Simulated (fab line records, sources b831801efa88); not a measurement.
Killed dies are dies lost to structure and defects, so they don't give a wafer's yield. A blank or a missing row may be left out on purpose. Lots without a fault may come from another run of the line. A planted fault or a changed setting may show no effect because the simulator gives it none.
Chamber matching | flow gf180mcu | GF_V1_CMP_04 on cmp-01: 4 sister chambers
The step polishes SiO2. 8 wafers are shown with their chamber, then 6 later ones without.

WAFERS WITH THEIR CHAMBER
wafer  | chamber | motor_current_A (A) | time_to_endpoint_s (s)
L828.6 | 3       | 10.3                | 91
L829.3 | 1       | 13.9                | 85
L829.5 | 3       | 10.3                | 86
L829.6 | 2       | 10.8                | 86
L834.3 | 2       | 11.8                | 85
L834.6 | 0       | 12.4                | 84
L836.1 | 0       | 12.5                | 83
L836.2 | 1       | 13.6                | 90

WAFERS WITHOUT THEIR CHAMBER
wafer  | motor_current_A (A) | time_to_endpoint_s (s)
L836.4 | 11.3                | 92
L840.1 | 10.1                | 109
L840.6 | 10.7                | 89
L841.1 | 10.3                | 105
L841.2 | 13.4                | 86
L841.4 | 11.6                | 91

WHICH CHAMBER EACH WENT THROUGH
wafer  | from the rows above          | in truth
L836.4 | can't be placed: 2 or 3      | 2
L840.1 | can't be placed: 3 or 2      | 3
L840.6 | can't be placed: 3 or 2      | 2
L841.1 | can't be placed: 3 or 2      | 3
L841.2 | can't be placed: 1 or 0      | 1
L841.4 | can't be placed: 2 or 3 or 0 | 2
Placed correctly: 0 of 6. Can't be placed from these rows: 6 (the true chamber is among the candidates in 6). Placed wrongly: 0.
How it was worked out, from the rows above alone: a wafer's distance from a chamber is the root of the sum, over the readings, of the square of ((its reading less the chamber's mean) divided by the reading's scatter). The wafer belongs to the nearest chamber; if the next one is less than 2 further off, it can't be placed. A chamber's mean is the mean of its shown wafers. The scatter: the root of (the sum of the squares of (reading less its chamber's mean) over the shown wafers, divided by (wafers less chambers)).
